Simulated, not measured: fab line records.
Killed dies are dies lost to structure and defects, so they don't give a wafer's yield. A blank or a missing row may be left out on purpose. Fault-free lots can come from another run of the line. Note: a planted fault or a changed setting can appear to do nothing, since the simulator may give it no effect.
Comparing a struck lot with a sound one	flow gf180mcu	37 out of 602 route steps
Sound: the wafers L809.1, L809.2, L809.5. Struck: wafer L812.5. (L812.3, L812.6 of the same lot were not struck and are left out.) The cause comes at the end.
Per side, at each step with rows, come the tool, then ch with its chambers, and then its first start. Under that, the readings that differ: sound wafers	struck wafers	difference of the means	sigmas: that difference in standard deviations of wafers without a fault.
alike: a reading whose means differ by less than 2 such deviations, as well as words and numbers matching on both sides. not compared: withheld readings; readings where some wafer has no value; bounds like >300 that might hide an equal value; numbers whose values overlap and for which the record gives no deviation.
Wherever a step has rows on one side only, a row that says differs or no value, or a row with sigmas, the two part there. Numbers that don't overlap but have no deviation are shown without sigmas and don't part them. Lack of a reading on every wafer of one side parts them only where that side has two or more wafers.

first, 2 steps without rows for these wafers: GF_M3_PEB_12 (peb time 90 s); GF_M3_DEVELOP_13 (develop time 60 s).
GF_M3_CD_MEAS_14: the cd target is 280 nm.
  struck on cdSem-01, day 24 03:39; sound on cdSem-01, day 23 09:29
  alike: cdNm
GF_M3_OVL_MEAS_15:
  struck on overlay-01, day 24 03:44; sound on overlay-01, day 23 09:37
reading	sound	struck	difference	sigmas
M3_OVL (nm)	-14 -14 -15	-1	+13	+2
then, 1 step without rows for these wafers: GF_M3_METAL_ETCH_16 (etches the open film in Cl2/BCl3, stops on SiO2, target depth 627.5 nm, time 104.6 s).
GF_M3_STRIP_17: strips in O2/N2.
  sound on plasmaAsher-04 ch 0,1, day 23 09:46; struck on plasmaAsher-04 ch 1, day 24 03:55
  alike: drypumpMotorCurrentA, heaterPowerW, oesProductAu, stripTimeToEndpointS
  not compared: rfHoursCounterH
then, 3 steps without rows for these wafers: GF_M3_STRIP_18 (strips in post etch residue remover, time 1200 s); GF_M3_CLEAN_19 (cleans in DIW); GF_V3_CVD_00 (deposits SiO2, target thk 600 nm, time 100 s).
GF_V3_THK_MEAS_01:
  struck on filmMetro-01, day 24 04:30; sound on filmMetro-04, day 23 10:23
  alike: V3_CVD_00_THK
GF_V3_CVD_02: deposits SiO2 from TEOS, target thk 850 nm, time 94.851 s.
  sound on pecvd-03 ch 0,1,2, day 23 10:26; struck on pecvd-04 ch 1, day 24 04:32
  alike: heaterPowerW
GF_V3_THK_MEAS_03:
  struck on filmMetro-02, day 24 04:38; sound on filmMetro-02, day 23 10:31
  alike: V3_CVD_02_THK
GF_V3_CMP_04: polishes SiO2.
  sound on cmp-02 ch 2,3, day 23 10:34; struck on cmp-01 ch 0, day 24 04:49
reading	sound	struck	difference	sigmas
timeToEndpointS (s)	74 76 87	18	-61	-10
model.SiO2_of_V3_CVD_02.thkNm (nm)	632.7 631.3 632.1	789.2	+157.2	
  alike: motorCurrentA, slurryFlowMlMin
GF_V3_BOW_MEAS_05:
  struck on filmMetro-04, day 24 05:01; sound on filmMetro-01, day 23 10:52
reading	sound	struck	difference	sigmas
V3_BOW (um)	113 124 127	142	+21	+2
then, 8 steps without rows for these wafers: GF_V3_DEHYDRATE_06 (time 60 s); GF_V3_HMDS_07 (prime time 60 s); GF_V3_COAT_08; GF_V3_COAT_09 (resist thk 1000 nm); GF_V3_SOFTBAKE_10 (time 60 s); GF_V3_EXPOSE_11 (exposes mask Via3, target cd 260 nm); GF_V3_PEB_12 (peb time 90 s); GF_V3_DEVELOP_13 (develop time 60 s).
GF_V3_CD_MEAS_14: the cd target is 260 nm.
  struck on cdSem-01, day 25 02:18; sound on cdSem-01, day 24 09:12
reading	sound	struck	difference	sigmas
cdNm (nm)	260.6 262.3 260.8	258.1	-3.1	-2
GF_V3_OVL_MEAS_15:
  struck on overlay-02, day 25 02:23; sound on overlay-01, day 24 09:19
  alike: V3_OVL
GF_V3_ETCH_16: etches BARC in N2/H2.
  sound on rieDiel-03 ch 1,3, day 24 09:22; struck on rieDiel-01 ch 2, day 25 02:26
  alike: drypumpMotorCurrentA, oesProductAu, throttleValvePct
GF_V3_ETCH_17: etches SiO2 in C4F8/O2/Ar, stops on TiN, target depth 635 nm.
  sound: rieDiel-03 ch 1,3; struck: rieDiel-01 ch 2
reading	sound	struck	difference	sigmas
oesProductAu (a.u.)	0.859 0.858 0.864	0.978	+0.118	+26
model.V3.featureDepthNm (nm)	632.7 631.3 632.1	789.2	+157.2	
model.etch.depthNm (nm)	632.7 631.3 632.1	789.2	+157.2	
GF_V3_STRIP_18: strips in O2/N2.
  sound on plasmaAsher-03 ch 0,1, day 24 09:29; struck on plasmaAsher-02 ch 1, day 25 02:38
  alike: drypumpMotorCurrentA, heaterPowerW, oesProductAu
  not compared: rfHoursCounterH
then, 4 steps without rows for these wafers: GF_V3_STRIP_19 (strips in post etch residue remover, time 1200 s); GF_V3_CLEAN_20 (cleans in DIW); GF_V3_SPUTTER_21 (material Ti, target thk 15 nm, time 80.02 s); GF_V3_SPUTTER_22 (material TiN, target thk 10 nm, time 40 s).
GF_V3_CVD_23: deposits W, target thk 350 nm, time 104.9 s.
  sound on cvdW-02 ch 0,1, day 24 10:07; struck on cvdW-01 ch 0, day 25 03:17
  alike: heaterPowerW
GF_V3_RS_MEAS_24: measurement is done with a four-point probe.
  struck on filmMetro-01, day 25 03:24; sound on filmMetro-02, day 24 10:14
  alike: V3_W_RS
GF_V3_THK_MEAS_25: measures by xrf.
  struck on filmMetro-01, day 25 03:30; sound on filmMetro-02, day 24 10:21
  alike: V3_W_THK
GF_V3_CMP_26: polishes, stops on SiO2, t overpolish 15 s, target thk 0 nm.
  sound on cmp-01 ch 0,2,3, day 24 10:28; struck on cmp-02 ch 2, day 25 03:38
reading	sound	struck	difference	sigmas
model.SiO2_of_V3_CVD_02.thkNm (nm)	629 627.5 628.4	785.4	+157.1	
  alike: motorCurrentA, slurryFlowMlMin
then, 1 step without rows for these wafers: GF_M4_SPUTTER_00 (material Ti, target thk 37.5 nm, time 150 s).
-- the record jumps here: 6 days lie between the struck wafers' starts before and after (it left off in module M4 and takes up again in module PASSIVATION, whose first step shown is number 602 of the route) --
GF_PASSIVATION_PROBE_99:
  struck on prober-02, day 31 08:12; sound on prober-01, day 30 16:36
reading	sound	struck	difference	sigmas
model.etest.via3Chain.rcOhm	6.18 6.239 6.532	10.82	+4.50	
model.etest.met4Comb.leakLog10AUm	-11.95 -11.97 -11.77	-11.46	+0.44	

== WHERE THEY PART ==
At GF_M3_OVL_MEAS_15 first; at GF_V3_ETCH_17 last (within this record only). Later steps at which nothing parts them and some readings are alike: GF_V3_STRIP_18, GF_V3_CVD_23, GF_V3_RS_MEAS_24, GF_V3_THK_MEAS_25, GF_V3_CMP_26.

WHY: the cause the simulator had injected
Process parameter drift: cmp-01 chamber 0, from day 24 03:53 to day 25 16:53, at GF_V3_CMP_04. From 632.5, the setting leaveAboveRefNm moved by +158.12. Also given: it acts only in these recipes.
